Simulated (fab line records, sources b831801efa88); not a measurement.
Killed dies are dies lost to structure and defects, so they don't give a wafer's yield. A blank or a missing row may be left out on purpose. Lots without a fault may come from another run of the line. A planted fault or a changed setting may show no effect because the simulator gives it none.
Split-lot experiment | flow sfq_line | 5 lots, 23 wafers read, on a route of 325 steps

THE SPLIT
At SFQ_TRILAYER_M0_LITHO_EXPOSE_022 (exposes mask M0, target cd 500 nm), the setting dose_mj was moved away from the recipe's 14.4 on 10 of the 23 wafers read, by -3.6% to +7.2%. The other wafers ran this setting at the recipe's value.

FROM THE SPLIT TO THE READING: what the file shows between them, 2 steps
- SFQ_TRILAYER_M0_LITHO_PEB_024: peb time 60 s
- SFQ_TRILAYER_M0_LITHO_DEVELOP_023: time 60 s

THE READING
M0.cd_nm (the simulator's own value, which no gauge read), in nm, at SFQ_TRILAYER_M0_BARC_OPEN_METAL_ETCH_031 (etches BARC in O2, target depth 125 nm, time 41.7 s). The file gives no usual value for it. The 13 wafers here that ran the recipe average 500.1 nm, standard deviation 1.7 nm.

wafer  | tool, chamber at the split | dose_mj as run | against the recipe | M0.cd_nm, nm | against lot-mates on the recipe
L075.1 | krf_scanner-01, 0          | 14.85          | +3.1%              | 490.8        | -6.6
L075.3 | krf_scanner-01, 0          | 14.85          | +3.1%              | 493.2        | -4.2
L075.4 | krf_scanner-01, 0          | 14.4           | recipe             | 498.8        | -
L075.5 | krf_scanner-01, 0          | 14.85          | +3.1%              | 492.2        | -5.2
L075.6 | krf_scanner-01, 0          | 14.4           | recipe             | 496          | -
L076.1 | krf_scanner-01, 0          | 15.43          | +7.2%              | 489.5        | -11.5
L076.2 | krf_scanner-01, 0          | 14.4           | recipe             | 501.1        | -
L076.3 | krf_scanner-01, 0          | 14.4           | recipe             | 500          | -
L076.5 | krf_scanner-01, 0          | 15.43          | +7.2%              | 489.7        | -11.3
L076.6 | krf_scanner-01, 0          | 14.4           | recipe             | 501.9        | -
L077.1 | krf_scanner-01, 0          | 13.88          | -3.6%              | 505.7        | +6.6
L077.2 | krf_scanner-01, 0          | 14.4           | recipe             | 499.9        | -
L077.3 | krf_scanner-01, 0          | 14.4           | recipe             | 498.6        | -
L077.4 | krf_scanner-01, 0          | 14.4           | recipe             | 498.7        | -
L077.6 | krf_scanner-01, 0          | 13.88          | -3.6%              | 505.6        | +6.5
L080.1 | krf_scanner-02, 0          | 14.75          | +2.4%              | 497.5        | -2.8
L080.2 | krf_scanner-02, 0          | 14.75          | +2.4%              | 495.9        | -4.4
L080.3 | krf_scanner-02, 0          | 14.4           | recipe             | 500          | -
L080.5 | krf_scanner-02, 0          | 14.75          | +2.4%              | 496          | -4.3
L080.6 | krf_scanner-02, 0          | 14.4           | recipe             | 500.6        | -
L082.3 | krf_scanner-02, 0          | 14.4           | recipe             | 502.3        | -
L082.5 | krf_scanner-02, 0          | 14.4           | recipe             | 502.4        | -
L082.6 | krf_scanner-02, 0          | 14.4           | recipe             | 501.4        | -

THE FIT
A straight line over all 23 wafers: M0.cd_nm changes by -1.63 nm for each +1% of dose_mj; r = -0.92; the points scatter about the line by 1.8 nm.
The same after taking each lot's own level away (the mean of its wafers on the recipe; 23 wafers): -1.66 nm for each +1%; r = -0.98; scatter 0.79 nm.
On that fit, the largest move of dose_mj shifts the reading by 12 nm.
The lots' own levels span 497.40 to 502.03 nm, that is 2.7 times the standard deviation above.
So the lot-to-lot level changes the slope little: the two slopes agree.
Check: with one of the wafers moved furthest among these (+7.2%) left out of the fit, the line predicts -11.9 nm for it against its lot-mates. It came out at -11.5 nm against them.

OTHER SPLITS ON THESE WAFERS
These wafers also went through other splits before the reading. Each is held against what the fit with the lots' levels taken away leaves over:
other split on the same wafers           | wafers away from the commonest value | r with M0.cd_nm (lot level and that fit taken away)
SFQ_TRILAYER_L0_DEP_SPUTTER_003 time_s   | 9                                    | -0.22
SFQ_TRILAYER_L0_LITHO_EXPOSE_006 dose_mj | 9                                    | -0.28
SFQ_TRILAYER_M0_DEP_SPUTTER_019 power_w  | 7                                    | -0.42

THE FILE'S OWN FIT
M0.cd_nm changes by -1.64 nm for each +1% of dose_mj, r = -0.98.
